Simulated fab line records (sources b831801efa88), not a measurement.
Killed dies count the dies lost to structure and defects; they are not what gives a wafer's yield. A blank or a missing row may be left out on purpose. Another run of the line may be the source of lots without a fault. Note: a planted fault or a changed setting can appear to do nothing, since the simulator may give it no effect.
Tool commonality check -- flow sky130 -- 14 lots and 42 wafers in the sample

## WHAT PROMPTED THE OPENING
SKY_DNWELL_TW_MEAS_09, reading DNWELL_TW: flagged on 2 of 14 lots. Fault-free wafers read 1119, with a standard deviation of 9.4.
Rule: flag the lot when none of its wafers has a number, or when each of its wafers that has one lies beyond 4 standard deviations from that mean. The other lots count as sound.

lot,measured,on,"DNWELL_TW, wafer by wafer",flag
L740,day 3 03:11,film_metro-03,1118 1117 1119,
L742,day 3 16:58,film_metro-03,1116 1117 1117,
L743,day 4 00:40,film_metro-04,1122 1117 1117,
L744,day 4 03:05,film_metro-04,1116 1108 1111,
L745,day 4 14:05,film_metro-04,30 30 30,FLAGGED
L746,day 4 14:27,film_metro-03,30 30 30,FLAGGED
L755,day 6 11:47,film_metro-01,1119 1122 1123,
L756,day 6 18:25,film_metro-04,1116 1114 1115,
L757,day 6 23:17,film_metro-01,1124 1124 1126,
L758,day 7 09:41,film_metro-03,1119 1123 1121,
L759,day 7 15:40,film_metro-01,1127 1132 1131,
L760,day 7 21:07,film_metro-04,1102 1104 1104,
L761,day 7 23:01,film_metro-03,1128 1122 1129,
L762,day 8 02:49,film_metro-04,1104 1105 1098,
Averaged over the flagged lots the numbers come to 30, -1089 from the usual (-99 or more standard deviations).

## TOOL THAT RAN EACH LOT
The record holds 3 process steps before the reading, out of a route of 708 steps. Each cell gives the tool, then ch followed by the chambers the sampled wafers passed through, then the start.
lot,flag,SKY_FIELD_ISO_ETCH_14,SKY_FIELD_ISO_ETCH_15,SKY_DNWELL_EXPOSE_04
L740,,"rie_diel-02 ch 0,1,2, day 2 04:20","rie_diel-02 ch 0,1,2, day 2 04:22","iline_stepper-02 ch 0, day 2 19:14"
L742,,"rie_diel-02 ch 0,1, day 2 18:07","rie_diel-02 ch 0,1, day 2 18:10","iline_stepper-02 ch 0, day 3 08:23"
L743,,"rie_diel-01 ch 0,3, day 3 00:53","rie_diel-01 ch 0,3, day 3 00:55","iline_stepper-02 ch 0, day 3 16:54"
L744,,"rie_diel-04 ch 0,1,2, day 3 03:04","rie_diel-04 ch 0,1,2, day 3 03:07","iline_stepper-02 ch 0, day 3 19:01"
L745,FLAGGED,"rie_diel-02 ch 1,2,3, day 3 09:04","rie_diel-02 ch 1,2,3, day 3 09:07","iline_stepper-01, day 4 05:07"
L746,FLAGGED,"rie_diel-01 ch 1,2, day 3 12:35","rie_diel-01 ch 1,2, day 3 12:37","iline_stepper-02, day 4 05:40"
L755,,"rie_diel-01 ch 1,2,3, day 5 09:25","rie_diel-01 ch 1,2,3, day 5 09:28","iline_stepper-02 ch 0, day 6 02:13"
L756,,"rie_diel-04 ch 1,2,3, day 5 16:53","rie_diel-04 ch 1,2,3, day 5 16:55","iline_stepper-01 ch 0, day 6 08:25"
L757,,"rie_diel-04 ch 0,1,2, day 5 22:25","rie_diel-04 ch 0,1,2, day 5 22:28","iline_stepper-02 ch 0, day 6 13:44"
L758,,"rie_diel-01 ch 0,1,3, day 6 08:31","rie_diel-01 ch 0,1,3, day 6 08:34","iline_stepper-01 ch 0, day 7 00:10"
L759,,"rie_diel-04 ch 0,1,2, day 6 11:25","rie_diel-04 ch 0,1,2, day 6 11:28","iline_stepper-01 ch 0, day 7 05:30"
L760,,"rie_diel-04 ch 0,1,3, day 6 14:35","rie_diel-04 ch 0,1,3, day 6 14:37","iline_stepper-01 ch 0, day 7 11:13"
L761,,"rie_diel-01 ch 0,1,2, day 6 18:53","rie_diel-01 ch 0,1,2, day 6 18:56","iline_stepper-01 ch 0, day 7 12:44"
L762,,"rie_diel-01 ch 1,2,3, day 6 23:28","rie_diel-01 ch 1,2,3, day 6 23:31","iline_stepper-01 ch 0, day 7 17:08"
What is done by these steps:
- SKY_FIELD_ISO_ETCH_14: etches BARC in N2/H2, stops on SiO2, time 45.9 s, target depth 60 nm.
- SKY_FIELD_ISO_ETCH_15: etches the open film in CHF3/O2, stops on Si, target depth 180 nm, time 72 s.
- SKY_DNWELL_EXPOSE_04: exposes mask DNM, target cd 3000 nm.
- SKY_DNWELL_TW_MEAS_09

## FLAGGED OVER TOTAL, TOOL BY TOOL (the gauges that took the reading come last)
step,tool,lots run,flagged,share of the flagged lots,sound lots run after its first flagged lot
SKY_FIELD_ISO_ETCH_14,rie_diel-01,6,1,some,"4 (L755,L758,L761,L762)"
SKY_FIELD_ISO_ETCH_14,rie_diel-02,3,1,some,0
SKY_FIELD_ISO_ETCH_14,rie_diel-04,5,0,none,-
SKY_FIELD_ISO_ETCH_15,rie_diel-01,6,1,some,"4 (L755,L758,L761,L762)"
SKY_FIELD_ISO_ETCH_15,rie_diel-02,3,1,some,0
SKY_FIELD_ISO_ETCH_15,rie_diel-04,5,0,none,-
SKY_DNWELL_EXPOSE_04,iline_stepper-01,7,1,some,"6 (L756,L758,L759,L760,L761,L762)"
SKY_DNWELL_EXPOSE_04,iline_stepper-02,7,1,some,"2 (L755,L757)"
SKY_DNWELL_TW_MEAS_09,film_metro-01,3,0,none,-
SKY_DNWELL_TW_MEAS_09,film_metro-03,5,1,some,"2 (L758,L761)"
SKY_DNWELL_TW_MEAS_09,film_metro-04,6,1,some,"3 (L756,L760,L762)"

## WHAT IS ALLOWED BY THE TABLE
No row of the table ran every flagged lot.

## WHAT HAD BEEN PUT IN BY THE SIMULATOR
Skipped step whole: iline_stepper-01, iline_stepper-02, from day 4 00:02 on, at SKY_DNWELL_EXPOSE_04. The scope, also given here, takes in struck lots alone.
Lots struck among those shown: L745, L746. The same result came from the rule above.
